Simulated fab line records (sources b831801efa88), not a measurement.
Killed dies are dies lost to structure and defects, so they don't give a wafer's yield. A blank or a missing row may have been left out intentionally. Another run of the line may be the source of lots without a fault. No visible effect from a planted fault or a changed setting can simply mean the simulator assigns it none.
fab line records | flow gf180mcu
[record] lots = 5 | wafers = 15 | last-day = 34
route steps=602 shown V4@486
lots that met no fault: taken from a fault-free run of the same line
start-h: hours from the record's opening day to when the first of the lot's shown wafers began | wait-h: how many hours have passed since the lot's step before this one | " the same as in the row above | L1.1+2: a single row standing in for several wafers | - either no value or no given start | * or withheld: withheld | < > ~ a bound
route shown NAME@n: a module of which the file shows steps, and the number in the route of the first | usual: mean/standard deviation of fault-free wafers | same: alike in all rows | chamber/n: place in a boat | sites: per-site readings | _std_site: the standard deviation of these | _edge_site: outer sites' mean less inner sites' | radius-mm: for every site, how far away it sits from the centre of the wafer | mask NAME#n: copy n | behind: tool/chamber where the wafer was last shaped | hold: why the lot went on hold/how many hours it stayed there/how the hold came to an end | device: which transistor (n, p or np) failed to switch | end of line: the same wafers' tests at the end of the route | where a step has no rows: the recipe by itself | killed: not the wafer's yield, but the dies lost to structure and defects at the first sort | map: the dies of a wafer, with x for killed, . for not killed, _ for no die there
set.NAME: the setting as run; set.NAME@STEP: as run at that earlier step | model.NAME: the simulator's own value behind a step, which no gauge read
lots at some steps of the route; a table a step, a row a wafer
services: from which hour (start-h, from the record's first day; less than 0 if before it) a tool's chamber was out of use, for how many hours, and why
[[steps]]
[step GF_V4_SOFTBAKE_10]
[recipe] temp-c = 130 | time-s = 60 | resist = KrF
[step GF_V4_EXPOSE_11]
[recipe] mask-id = Via4 | target-cd-nm = 260 | na = 0.68 | source-shape = conventional | sigma-outer = 0.6 | dose-mj = 38
[step GF_V4_PEB_12]
[recipe] peb-temp-c = 135 | peb-time-s = 90 | resist = KrF
[step GF_V4_DEVELOP_13]
[recipe] develop-time-s = 60 | resist = KrF | dev-temp-c = 21
[step GF_V4_CD_MEAS_14]
[recipe] target-cd-nm = 260
[usual] cd-nm = 259.9/1.4
lot.wafer | tool      | chamber | start-h | wait-h | cd-nm
L501.2    | cd-sem-01 | -       | 601.04  | 7.9    | 258.2
L501.5    | "         | -       | "       | "      | 259.0
L501.6    | "         | -       | "       | "      | 257.8
L503.2    | cd-sem-02 | -       | 632.43  | 0.1    | 260.0
L503.4    | "         | -       | "       | "      | 259.8
L503.5    | "         | -       | "       | "      | 260.3
L511.1    | cd-sem-02 | -       | 681.58  | 0.1    | 259.3
L511.3    | "         | -       | "       | "      | 257.5
L511.5    | "         | -       | "       | "      | 259.5
L514.2    | cd-sem-02 | -       | 695.35  | 0.1    | 260.6
L514.5    | "         | -       | "       | "      | 259.2
L514.6    | "         | -       | "       | "      | 260.1
L517.1    | cd-sem-02 | -       | 717.01  | 0.1    | 262.7
L517.2    | "         | -       | "       | "      | 262.2
L517.5    | "         | -       | "       | "      | 261.3
[step GF_V4_OVL_MEAS_15]
[usual] V4_OVL = 1/4.9
lot.wafer | tool       | chamber | start-h | wait-h | V4_OVL[nm]
L501.2    | overlay-02 | -       | 601.14  | 0.1    | 4
L501.5    | "          | -       | "       | "      | -3
L501.6    | "          | -       | "       | "      | 3
L503.2    | overlay-01 | -       | 632.53  | 0.1    | 2
L503.4    | "          | -       | "       | "      | 0
L503.5    | "          | -       | "       | "      | -3
L511.1    | overlay-01 | -       | 681.70  | 0.1    | -6
L511.3    | "          | -       | "       | "      | -6
L511.5    | "          | -       | "       | "      | -3
L514.2    | overlay-02 | -       | 695.45  | 0.1    | 2
L514.5    | "          | -       | "       | "      | 3
L514.6    | "          | -       | "       | "      | 1
L517.1    | overlay-02 | -       | 717.13  | 0.1    | 0
L517.2    | "          | -       | "       | "      | -3
L517.5    | "          | -       | "       | "      | -4
[step GF_V4_ETCH_16]
[recipe] chemistry = N2/H2 | target-depth-a = withheld | overetch-a = withheld | time-s = withheld | target = BARC | ion-energy-ev = 200 | source-w = 500 | bias-w = 100 | pressure-mtorr = 30 | n2-flow-sccm = 100 | h2-flow-sccm = 200
[usual] bias-w = 100.01/0.27 | drypump-motor-current-A = 5.6/0.35 | oes-product-au = 0.854/0.0038 | throttle-valve-pct = 13.225/0.0088
lot.wafer | tool        | chamber | start-h | wait-h | bias-w | drypump-motor-current-A | oes-product-au | throttle-valve-pct
L501.2    | rie-diel-03 | 0       | 601.17  | 0.0    | 100.67 | 5.0                     | 0.856          | 13.221
L501.5    | "           | 3       | "       | "      | 100.06 | 5.5                     | 0.855          | 13.219
L501.6    | "           | 2       | "       | "      | 99.46  | 5.6                     | 0.846          | 13.227
L503.2    | rie-diel-01 | 3       | 632.56  | 0.0    | 100.19 | 5.9                     | 0.850          | 13.231
L503.4    | "           | 0       | "       | "      | 100.01 | 5.3                     | 0.856          | 13.210
L503.5    | "           | 1       | "       | "      | 100.51 | 5.9                     | 0.855          | 13.213
L511.1    | rie-diel-03 | 0       | 681.73  | 0.0    | 99.82  | 5.0                     | 0.851          | 13.210
L511.3    | "           | 1       | "       | "      | 99.27  | 5.5                     | 0.854          | 13.218
L511.5    | "           | 3       | "       | "      | 100.22 | 5.5                     | 0.851          | 13.222
L514.2    | rie-diel-04 | 2       | 695.48  | 0.0    | 100.26 | 5.6                     | 0.857          | 13.229
L514.5    | "           | 0       | "       | "      | 100.22 | 5.0                     | 0.854          | 13.233
L514.6    | "           | 1       | "       | "      | 100.09 | 6.3                     | 0.851          | 13.237
L517.1    | rie-diel-03 | 2       | 717.16  | 0.0    | 100.01 | 5.6                     | 0.852          | 13.224
L517.2    | "           | 0       | "       | "      | 100.05 | 5.1                     | 0.849          | 13.229
L517.5    | "           | 2       | "       | "      | 100.02 | 5.6                     | 0.853          | 13.233
[step GF_V4_ETCH_17]
[recipe] chemistry = C4F8/O2/Ar | mask-material = KrF | target = SiO2 | stop-on = TiN | source-w = 1500 | bias-w = 1200 | pressure-mtorr = 40 | c4f8-flow-sccm = withheld | O2_flow_sccm = 6 | Ar_flow_sccm = 300 | time-s = withheld | target-depth-a = 6300
[usual] bias-w = 1200/3.5 | oes-product-au = 0.856/0.005
lot.wafer | tool        | chamber | start-h | wait-h | bias-w | oes-product-au
L501.2    | rie-diel-03 | 0       | -       | -      | 1200   | 0.846
L501.5    | "           | 3       | "       | "      | 1196   | 0.859
L501.6    | "           | 2       | "       | "      | 1193   | 0.851
L503.2    | rie-diel-01 | 3       | -       | -      | 1193   | 0.852
L503.4    | "           | 0       | "       | "      | 1201   | 0.851
L503.5    | "           | 1       | "       | "      | 1201   | 0.854
L511.1    | rie-diel-03 | 0       | -       | -      | 1195   | 0.854
L511.3    | "           | 1       | "       | "      | 1199   | 0.862
L511.5    | "           | 3       | "       | "      | 1199   | 0.855
L514.2    | rie-diel-04 | 2       | -       | -      | 1208   | 0.860
L514.5    | "           | 0       | "       | "      | 1200   | 0.857
L514.6    | "           | 1       | "       | "      | 1200   | 0.863
L517.1    | rie-diel-03 | 2       | -       | -      | 1196   | 0.862
L517.2    | "           | 0       | "       | "      | 1202   | 0.863
L517.5    | "           | 2       | "       | "      | 1194   | 0.860
[step GF_V4_STRIP_18]
[recipe] chemistry = O2/N2 | power-w = 1400 | pressure-mtorr = 1500 | platen-temp-c = 250 | o2-flow-sccm = 3000 | n2-flow-sccm = 300 | overash-fraction = 0.5
[usual] drypump-motor-current-A = 5.5/0.63 | heater-power-w = 341/32 | oes-product-au = 0.592/0.0053
lot.wafer | tool            | chamber | start-h | wait-h | drypump-motor-current-A | heater-power-w | oes-product-au | rf-hours-counter-h
L501.2    | plasma-asher-04 | 1       | 601.30  | -      | 4.8                     | 328            | 0.587          | 85
L501.5    | "               | 1       | "       | "      | 4.8                     | 321            | 0.590          | -
L501.6    | "               | 0       | "       | "      | 5.8                     | 274            | 0.597          | -
L503.2    | plasma-asher-01 | 0       | 632.69  | -      | 6.4                     | 332            | 0.592          | 50
L503.4    | "               | 1       | "       | "      | 5.2                     | 332            | 0.584          | -
L503.5    | "               | 0       | "       | "      | 6.4                     | 329            | 0.601          | -
L511.1    | plasma-asher-01 | 0       | 681.86  | -      | 6.4                     | 331            | 0.587          | 55
L511.3    | "               | 1       | "       | "      | 5.2                     | 330            | 0.603          | -
L511.5    | "               | 1       | "       | "      | 5.2                     | 333            | 0.587          | -
L514.2    | plasma-asher-02 | 0       | 695.61  | -      | 6.0                     | 365            | 0.593          | 28
L514.5    | "               | 1       | "       | "      | 4.7                     | 387            | 0.592          | -
L514.6    | "               | 0       | "       | "      | 6.0                     | 362            | 0.596          | -
L517.1    | plasma-asher-02 | 1       | 717.29  | -      | 4.7                     | 387            | 0.587          | 30
L517.2    | "               | 0       | "       | "      | 6.0                     | 355            | 0.591          | 30
L517.5    | "               | 0       | "       | "      | 6.0                     | 366            | 0.590          | -
[step GF_V4_STRIP_19]
[recipe] chemistry = post-etch-residue-remover | time-s = 1200 | temp-c = 72.5
[step GF_V4_CLEAN_20]
[recipe] chemistry = DIW | dry = n2-spin
[step GF_V4_SPUTTER_21]
[recipe] material = Ti | target-thk-nm = 15 | chamber-pressure-pa = 5 | power-w = 2411 | substrate-temp-c = 200 | time-s = 80.02
[usual] chamber-pressure-pa = 4.999/0.0091 | throttle-valve-pct = 30.0/0.94
lot.wafer | tool           | chamber | start-h | wait-h | chamber-pressure-pa | throttle-valve-pct
L501.2    | pvd-sputter-01 | -       | 601.91  | 0.1    | 5.007               | 30.3
L501.5    | "              | -       | "       | "      | 4.998               | 29.9
L501.6    | "              | -       | "       | "      | 4.988               | 29.9
L503.2    | pvd-sputter-01 | -       | 633.23  | 0.0    | 4.997               | 30.2
L503.4    | "              | -       | "       | "      | 5.000               | 31.6
L503.5    | "              | -       | "       | "      | 4.992               | 30.1
L511.1    | pvd-sputter-03 | -       | 682.43  | 0.0    | 5.009               | 28.9
L511.3    | "              | -       | "       | "      | 5.002               | 28.9
L511.5    | "              | -       | "       | "      | 4.994               | 30.6
L514.2    | pvd-sputter-04 | -       | 696.14  | 0.0    | 4.992               | 29.2
L514.5    | "              | -       | "       | "      | 5.013               | 29.4
L514.6    | "              | -       | "       | "      | 5.014               | 29.2
L517.1    | pvd-sputter-01 | -       | 717.83  | 0.0    | 4.994               | 31.6
L517.2    | "              | -       | "       | "      | 5.009               | 30.0
L517.5    | "              | -       | "       | "      | 4.997               | 31.9
[step GF_V4_SPUTTER_22]
[recipe] material = TiN | target-thk-nm = 10 | chamber-pressure-pa = 5 | power-w = 4000 | time-s = 40
[usual] chamber-pressure-pa = 4.999/0.012 | throttle-valve-pct = 30.0/0.94
lot.wafer | tool           | chamber | start-h | wait-h | chamber-pressure-pa | throttle-valve-pct | model.TiN_of_V4_SPUTTER_22.thk-nm
L501.2    | pvd-sputter-01 | -       | 601.97  | 0.0    | 4.994               | 30.0               | 9.998
L501.5    | "              | -       | "       | "      | 4.995               | 30.2               | 9.992
L501.6    | "              | -       | "       | "      | 4.995               | 29.8               | 9.974
L503.2    | pvd-sputter-01 | -       | 633.29  | 0.0    | 4.432               | 31.7               | 10.9
L503.4    | "              | -       | "       | "      | 5.005               | 31.6               | 9.72
L503.5    | "              | -       | "       | "      | 5.015               | 30.4               | 9.698
L511.1    | pvd-sputter-03 | -       | 682.49  | 0.0    | 5.014               | 29.0               | 10.13
L511.3    | "              | -       | "       | "      | 5.010               | 28.9               | 10.17
L511.5    | "              | -       | "       | "      | 4.998               | 30.6               | 10.17
L514.2    | pvd-sputter-04 | -       | 696.21  | 0.0    | 5.000               | 29.5               | 9.976
L514.5    | "              | -       | "       | "      | 4.998               | 29.4               | 9.981
L514.6    | "              | -       | "       | "      | 4.984               | 29.2               | 9.975
L517.1    | pvd-sputter-01 | -       | 717.89  | 0.0    | 4.979               | 31.8               | 9.795
L517.2    | "              | -       | "       | "      | 4.994               | 30.1               | 9.889
L517.5    | "              | -       | "       | "      | 4.999               | 31.9               | 9.818
[step GF_V4_CVD_23]
[recipe] material = W | target-thk-nm = 350 | time-s = 104.9 | temp-c = 400 | pressure-torr = 40
[usual] chamber-pressure-Torr = 40.00/0.071 | heater-power-outer-w = 532/64 | heater-power-w = 876/75
lot.wafer | tool     | chamber | start-h | wait-h | chamber-pressure-Torr | heater-power-outer-w | heater-power-w
L501.2    | cvd-w-02 | 1       | 602.05  | 0.1    | 40.05                 | 569                  | 901
L501.5    | "        | 1       | "       | "      | 40.07                 | 558                  | 914
L501.6    | "        | 1       | "       | "      | 39.97                 | 544                  | 911
L503.2    | cvd-w-02 | 0       | 633.33  | 0.0    | 40.05                 | 512                  | 872
L503.4    | "        | 0       | "       | "      | 39.88                 | 529                  | 869
L503.5    | "        | 0       | "       | "      | 39.90                 | 522                  | 861
L511.1    | cvd-w-02 | 1       | 682.53  | 0.0    | 39.91                 | 553                  | 928
L511.3    | "        | 0       | "       | "      | 39.94                 | 520                  | 862
L511.5    | "        | 0       | "       | "      | 40.08                 | 527                  | 880
L514.2    | cvd-w-01 | 1       | 696.24  | 0.0    | 40.08                 | 440                  | 754
L514.5    | "        | 0       | "       | "      | 40.05                 | 619                  | 967
L514.6    | "        | 1       | "       | "      | 39.97                 | 423                  | 754
L517.1    | cvd-w-01 | 0       | 717.93  | 0.0    | 39.90                 | 617                  | 943
L517.2    | "        | 1       | "       | "      | 40.00                 | 432                  | 771
L517.5    | "        | 0       | "       | "      | 40.02                 | 617                  | 948
[[services]]
tool            | chamber | start-h | hours | kind
pvd-sputter-01  | 2       | 579.99  | -     | consumable-replace:kit
pvd-sputter-01  | 2       | 579.99  | 18.0  | scheduled-down
pvd-sputter-01  | 2       | 579.99  | 18.0  | vent-cycle
plasma-asher-02 | -       | 580.73  | 14.6  | pm
cvd-w-02        | 0       | 592.96  | 14.0  | repair
pvd-sputter-04  | -       | 600.02  | 10.3  | repair
cvd-w-02        | -       | 602.49  | 14.6  | pm
plasma-asher-01 | -       | 602.50  | 6.5   | repair
rie-diel-03     | -       | 619.12  | 0.9   | repair
cvd-w-01        | -       | 642.78  | 14.6  | pm
rie-diel-01     | 3       | 647.77  | 42.6  | repair
pvd-sputter-01  | -       | 649.69  | 4.1   | repair
rie-diel-04     | 0       | 658.89  | 6.8   | repair
rie-diel-03     | -       | 668.95  | 0.4   | repair
cvd-w-01        | 0       | 669.53  | 15.3  | repair
plasma-asher-02 | -       | 675.85  | 2.8   | pm
cvd-w-01        | -       | 682.02  | 0.5   | repair
rie-diel-01     | -       | 688.93  | 1.0   | repair
rie-diel-04     | 2       | 699.91  | 6.6   | repair
pvd-sputter-03  | -       | 707.64  | 1.4   | repair
pvd-sputter-01  | 1       | 707.98  | -     | consumable-replace:kit
pvd-sputter-01  | 1       | 707.98  | 18.0  | scheduled-down
pvd-sputter-01  | 1       | 707.98  | 18.0  | vent-cycle
rie-diel-04     | -       | 712.90  | 0.3   | repair
[[key]]
[first-sign] step = GF_V4_SPUTTER_22 | reading = chamber-pressure-pa | direction = down | sigmas = 46 | usual = 4.999 | struck = 4.432
effect none on later readings
[model-effect] step = GF_V4_SPUTTER_22 | value = TiN_of_V4_SPUTTER_22.thk-nm | without = 9.704 | struck = 10.9
met-at GF_V4_SPUTTER_22
struck-wafers L503.2
onset-between 601.97 633.29
[fault] kind = process-parameter-drift | tool = pvd-sputter-01 | chamber = - | onset-h = 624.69 | steps = GF_V4_SPUTTER_22 | channel = chamber-pressure-pa | offset = -0.59498 | shape = step | end-h = 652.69 | acts-in = these-recipes-only | stated = 5 | scope = struck-wafers-only
